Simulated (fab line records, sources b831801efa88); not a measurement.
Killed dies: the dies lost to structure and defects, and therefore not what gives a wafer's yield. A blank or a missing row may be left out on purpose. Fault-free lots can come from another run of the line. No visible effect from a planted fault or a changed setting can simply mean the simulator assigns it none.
fab line records ; flow gf180mcu ; part 2 of 2: steps 37 to 50 of 50
record: lots: 5; wafers: 15; last-day: 33
route steps=602 shown MVSD@76 MVPSD@78 VT_IMPLANT@90
lots that met no fault: taken from a fault-free run of the same line
start-h: hours from the record's first day to the start of the lot's first wafer shown ; wait-h: hours from the lot's prior step to this one ; " unchanged from the row above ; L1.1+2: a row that stands for several wafers ; - either no value or no given start ; * or withheld: withheld ; < > ~ a bound
route shown NAME@n: NAME is a module with steps in the file, n the number in the route of the first one ; usual: mean/standard deviation of fault-free wafers ; same: alike in all rows ; chamber/n: place in a boat ; sites: readings site by site ; _std_site: the standard deviation of these ; _edge_site: inner sites' mean taken away from outer sites' mean ; radius-mm: how far each site lies from the wafer's centre ; mask NAME#n: copy n ; behind: tool/chamber where the wafer was last shaped ; hold: why the lot was held/for how many hours/how that ended ; device: whichever transistor did not switch (one of n, p or np) ; end of line: tests of these same wafers at the route's end ; a step given without rows: its recipe and nothing more ; killed: at the first sort, the dies lost to defects and structure; wafer yield is something else ; map: a wafer's dies, marking killed ones x, the rest . and places with no die _
set.NAME: the setting as run; set.NAME@STEP: as run at that earlier step ; model.NAME: the simulator's own value behind a step, which no gauge read
a table for each step, a row for each wafer; lots at some steps of the route
services: from which hour (start-h, from the record's first day; less than 0 if before it) a tool's chamber was out of use, for how many hours, and why
== steps ==
step: GF_VT_IMPLANT_DEHYDRATE_22
recipe: temp-c: 200; time-s: 60
lot.wafer;tool;chamber;start-h;wait-h
L074.1+3+4;litho-track-04;0;132.95;7.1
L077.1+3+6;litho-track-04;0;150.30;6.4
L079.1+3+4;litho-track-02;0;164.02;6.8
L085.3+4+6;litho-track-02;0;211.17;8.3
L092.2+5+6;litho-track-02;0;250.84;8.8
step: GF_VT_IMPLANT_HMDS_23
recipe: prime-time-s: 60; prime-temp-c: 120
lot.wafer;tool;chamber;start-h;wait-h
L074.1+3+4;litho-track-04;0;133.10;0.1
L077.1+3+6;litho-track-04;0;150.45;0.1
L079.1+3+4;litho-track-02;0;164.17;0.1
L085.3+4+6;litho-track-02;0;211.32;0.1
L092.2+5+6;litho-track-02;0;250.99;0.1
step: GF_VT_IMPLANT_COAT_24
recipe: resist: NOVOLAK; spin-rpm: 3000; resist-thk-nm: 1000
lot.wafer;tool;chamber;start-h;wait-h
L074.1+3+4;litho-track-04;0;133.25;0.1
L077.1+3+6;litho-track-04;0;150.60;0.1
L079.1+3+4;litho-track-02;0;164.32;0.1
L085.3+4+6;litho-track-02;0;211.47;0.1
L092.2+5+6;litho-track-02;0;251.14;0.1
step: GF_VT_IMPLANT_SOFTBAKE_25
recipe: temp-c: 90; time-s: 60; resist: NOVOLAK
lot.wafer;tool;chamber;start-h;wait-h
L074.1+3+4;litho-track-04;0;133.40;0.1
L077.1+3+6;litho-track-04;0;150.75;0.1
L079.1+3+4;litho-track-02;0;164.47;0.1
L085.3+4+6;litho-track-02;0;211.62;0.1
L092.2+5+6;litho-track-02;0;251.29;0.1
step: GF_VT_IMPLANT_EXPOSE_26
recipe: mask-id: LVPWELL_HV_AREA; target-cd-nm: 860; na: 0.6; source-shape: conventional; sigma-outer: 0.6; dose-mj: 140
lot.wafer;tool;chamber;start-h;wait-h;mask
L074.1+3+4;iline-stepper-01;0;-;-;LVPWELL_HV_AREA#0
L077.1+3+6;iline-stepper-01;0;-;-;LVPWELL_HV_AREA#0
L079.1+3+4;iline-stepper-01;0;-;-;LVPWELL_HV_AREA#0
L085.3+4+6;iline-stepper-02;0;-;-;LVPWELL_HV_AREA#0
L092.2+5+6;iline-stepper-01;0;-;-;LVPWELL_HV_AREA#0
step: GF_VT_IMPLANT_PEB_27
recipe: temp-c: withheld; time-s: *; resist: NOVOLAK
lot.wafer;tool;chamber;start-h;wait-h
L074.1+3+4;litho-track-04;0;-;-
L077.1+3+6;litho-track-02;0;-;-
L079.1+3+4;litho-track-03;0;-;-
L085.3+4+6;litho-track-04;0;-;-
L092.2+5+6;litho-track-04;0;-;-
step: GF_VT_IMPLANT_DEVELOP_28
recipe: develop-time-s: 60; dev-temp-c: 23
lot.wafer;tool;chamber;start-h;wait-h
L074.1+3+4;litho-track-04;0;140.35;0.1
L077.1+3+6;litho-track-02;0;158.62;0.1
L079.1+3+4;litho-track-03;0;172.72;0.1
L085.3+4+6;litho-track-04;0;219.80;0.1
L092.2+5+6;litho-track-04;0;260.43;0.1
step: GF_VT_IMPLANT_OVL_MEAS_29
usual: VT_IMPLANT_02_OVL: -0.1/1.7
lot.wafer;tool;chamber;start-h;wait-h;VT_IMPLANT_02_OVL[nm]
L074.1;overlay-02;-;140.50;0.1;0.6
L074.3;overlay-02;-;140.50;0.1;0.1
L074.4;overlay-02;-;140.50;0.1;-0.7
L077.1;overlay-01;-;158.77;0.1;0.8
L077.3;overlay-01;-;158.77;0.1;1.3
L077.6;overlay-01;-;158.77;0.1;1.7
L079.1;overlay-02;-;172.87;0.1;-1.0
L079.3;overlay-02;-;172.87;0.1;-0.5
L079.4;overlay-02;-;172.87;0.1;-0.1
L085.3;overlay-02;-;219.91;0.1;-2.2
L085.4;overlay-02;-;219.91;0.1;-2.3
L085.6;overlay-02;-;219.91;0.1;-1.8
L092.2;overlay-01;-;260.56;0.1;-1.6
L092.5;overlay-01;-;260.56;0.1;-1.3
L092.6;overlay-01;-;260.56;0.1;0.7
step: GF_VT_IMPLANT_IMPLANT_30
recipe: species: B; energy-kev: 25; dose-cm2: 2.534e+12; tilt-deg: 7
lot.wafer;tool;chamber;start-h;wait-h
L074.1+3+4;implanter-02;0;140.54;0.0
L077.1+3+6;implanter-03;0;158.80;0.0
L079.1+3+4;implanter-03;0;172.91;0.0
L085.3+4+6;implanter-04;0;219.99;0.1
L092.2+5+6;implanter-04;0;260.61;0.0
step: GF_VT_IMPLANT_STRIP_31
recipe: chemistry: O2/N2; power-w: 1400; pressure-mtorr: 1500; platen-temp-c: 250; o2-flow-sccm: 3000; n2-flow-sccm: 300; overash-fraction: 0.5
usual: drypump-motor-current-A: 6.1/0.31; heater-power-w: 303/23; oes-product-au: 0.716/0.0046; strip-time-to-endpoint-s: 12.62/0.03
lot.wafer;tool;chamber;start-h;wait-h;drypump-motor-current-A;heater-power-w;oes-product-au;rf-hours-counter-h;strip-time-to-endpoint-s
L074.1;plasma-asher-04;0;140.69;0.1;6.0;290;0.727;3;12.65
L074.3;plasma-asher-04;1;140.69;0.1;6.2;263;0.718;-;12.66
L074.4;plasma-asher-04;0;140.69;0.1;6.0;293;0.722;-;12.64
L077.1;plasma-asher-02;0;158.95;0.1;6.2;297;0.705;47;12.63
L077.3;plasma-asher-02;0;158.95;0.1;6.2;298;0.719;-;12.61
L077.6;plasma-asher-02;1;158.95;0.1;5.5;328;0.713;-;12.63
L079.1;plasma-asher-04;0;173.06;0.1;6.0;284;0.710;6;12.60
L079.3;plasma-asher-04;1;173.06;0.1;6.2;256;0.717;-;12.65
L079.4;plasma-asher-04;0;173.06;0.1;6.0;281;0.717;-;12.59
L085.3;plasma-asher-02;1;220.12;0.1;5.5;334;0.719;-;12.62
L085.4;plasma-asher-02;0;220.12;0.1;6.3;291;0.708;-;12.60
L085.6;plasma-asher-02;1;220.12;0.1;5.5;340;0.724;-;12.61
L092.2;plasma-asher-01;0;260.74;0.1;6.5;323;0.711;49;12.62
L092.5;plasma-asher-01;0;260.74;0.1;6.5;315;0.723;-;12.62
L092.6;plasma-asher-01;1;260.74;0.1;6.0;305;0.715;-;12.59
step: GF_VT_IMPLANT_TW_MEAS_32
usual: VT_IMPLANT_3_TW: 268.9/1.4
lot.wafer;tool;chamber;start-h;wait-h;VT_IMPLANT_3_TW
L074.1;film-metro-02;-;140.79;0.1;267.7
L074.3;film-metro-02;-;140.79;0.1;269.8
L074.4;film-metro-02;-;140.79;0.1;269.1
L077.1;film-metro-02;-;159.05;0.1;269.3
L077.3;film-metro-02;-;159.05;0.1;268.9
L077.6;film-metro-02;-;159.05;0.1;268.8
L079.1;film-metro-03;-;173.16;0.1;270.2
L079.3;film-metro-03;-;173.16;0.1;268.7
L079.4;film-metro-03;-;173.16;0.1;269.8
L085.3;film-metro-03;-;220.21;0.1;267.8
L085.4;film-metro-03;-;220.21;0.1;269.5
L085.6;film-metro-03;-;220.21;0.1;267.0
L092.2;film-metro-03;-;260.85;0.1;267.8
L092.5;film-metro-03;-;260.85;0.1;266.4
L092.6;film-metro-03;-;260.85;0.1;268.9
step: GF_VT_IMPLANT_DEHYDRATE_33
recipe: temp-c: 200; time-s: 60
lot.wafer;tool;chamber;start-h;wait-h
L074.1+3+4;litho-track-02;0;147.77;7.0
L077.1+3+6;litho-track-04;0;166.15;7.1
L079.1+3+4;litho-track-04;0;179.95;6.8
L085.3+4+6;litho-track-04;0;228.85;8.6
L092.2+5+6;litho-track-02;0;270.19;9.3
step: GF_VT_IMPLANT_HMDS_34
recipe: prime-time-s: 60; prime-temp-c: 120
lot.wafer;tool;chamber;start-h;wait-h
L074.1+3+4;litho-track-02;0;147.92;0.1
L077.1+3+6;litho-track-04;0;166.30;0.1
L079.1+3+4;litho-track-04;0;180.10;0.1
L085.3+4+6;litho-track-04;0;229.00;0.1
L092.2+5+6;litho-track-02;0;270.34;0.1
step: GF_VT_IMPLANT_COAT_35
recipe: resist: NOVOLAK; spin-rpm: 3000; resist-thk-nm: 1000
lot.wafer;tool;chamber;start-h;wait-h
L074.1+3+4;litho-track-02;0;148.07;0.1
L077.1+3+6;litho-track-04;0;166.45;0.1
L079.1+3+4;litho-track-04;0;180.25;0.1
L085.3+4+6;litho-track-04;0;229.15;0.1
L092.2+5+6;litho-track-02;0;270.49;0.1
== services ==
tool;chamber;start-h;hours;kind
implanter-03;-;61.85;8.0;repair
plasma-asher-02;-;73.38;0.6;repair
plasma-asher-04;-;102.36;1.9;repair
plasma-asher-04;-;108.75;9.0;pm
iline-stepper-01;-;116.55;1.7;pm
plasma-asher-03;-;132.08;4.1;repair
implanter-02;-;162.07;3.6;pm
implanter-04;-;163.96;9.5;repair
implanter-04;-;164.58;0.6;repair
implanter-02;-;170.73;1.8;repair
plasma-asher-02;-;182.68;14.6;pm
iline-stepper-02;-;183.76;1.7;pm
implanter-04;-;198.54;1.6;repair
implanter-02;-;198.76;3.6;pm
iline-stepper-02;-;207.89;2.1;pm
implanter-02;-;211.24;1.7;repair
implanter-02;-;217.23;2.4;repair
plasma-asher-02;-;222.63;0.7;repair
implanter-03;-;229.42;1.9;repair
implanter-02;-;232.96;1.1;repair
implanter-04;-;245.93;0.7;repair
implanter-03;-;262.56;4.0;repair
implanter-01;-;264.17;3.2;repair
implanter-04;-;268.07;0.8;repair
